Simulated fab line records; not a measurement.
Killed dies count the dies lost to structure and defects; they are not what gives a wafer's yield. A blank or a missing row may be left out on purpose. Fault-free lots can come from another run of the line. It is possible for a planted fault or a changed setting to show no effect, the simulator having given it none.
Matching of chambers    flow sky130    4 sister chambers for SKY_LI_CONTACT_CMP_02 on cmp-02
The step polishes PSG. 8 wafers are shown with their chamber, then 7 later ones without.

## WAFERS WITH THEIR CHAMBER
wafer   chamber  motor-current-A (A)  time-to-endpoint-s (s)
L601.4  1        12.1                 39.0
L602.1  1        12.5                 36.3
L605.3  0        12.0                 28.7
L606.1  2        14.7                 31.2
L606.5  2        13.9                 34.4
L606.6  3        12.8                 35.6
L607.1  0        12.3                 29.5
L607.2  3        13.5                 32.9

## WAFERS WITHOUT THEIR CHAMBER
wafer   motor-current-A (A)  time-to-endpoint-s (s)
L607.4  12.7                 35.4
L618.1  12.7                 28.9
L618.3  14.4                 28.4
L618.6  13.2                 29.6
L619.1  13.8                 26.3
L619.4  14.1                 30.0
L619.6  15.2                 32.5

## WHICH CHAMBER EACH WENT THROUGH
wafer   from the rows above           in truth
L607.4  can't be placed: 3 or 1       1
L618.1  can't be placed: 0 or 3       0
L618.3  can't be placed: 2 or 3       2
L618.6  can't be placed: 0 or 3 or 2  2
L619.1  can't be placed: 2 or 0 or 3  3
L619.4  can't be placed: 2 or 3       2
L619.6  2                             2
Correctly placed: 1 of 7. Can't be placed from these rows: 6 (the true chamber is among the candidates in 6). Wrongly placed: 0.
How it was worked out, from the rows above alone: a wafer's distance from a chamber is the root of the sum, over the readings, of the square of ((its reading less the chamber's mean) divided by the reading's scatter). The wafer belongs to the nearest chamber; if the next one is less than 2 further off, it can't be placed. The mean given for a chamber averages the wafers shown for that chamber. The scatter: take each reading less its chamber's mean, square it, sum over the shown wafers, divide by the number of wafers less the number of chambers, and take the root.
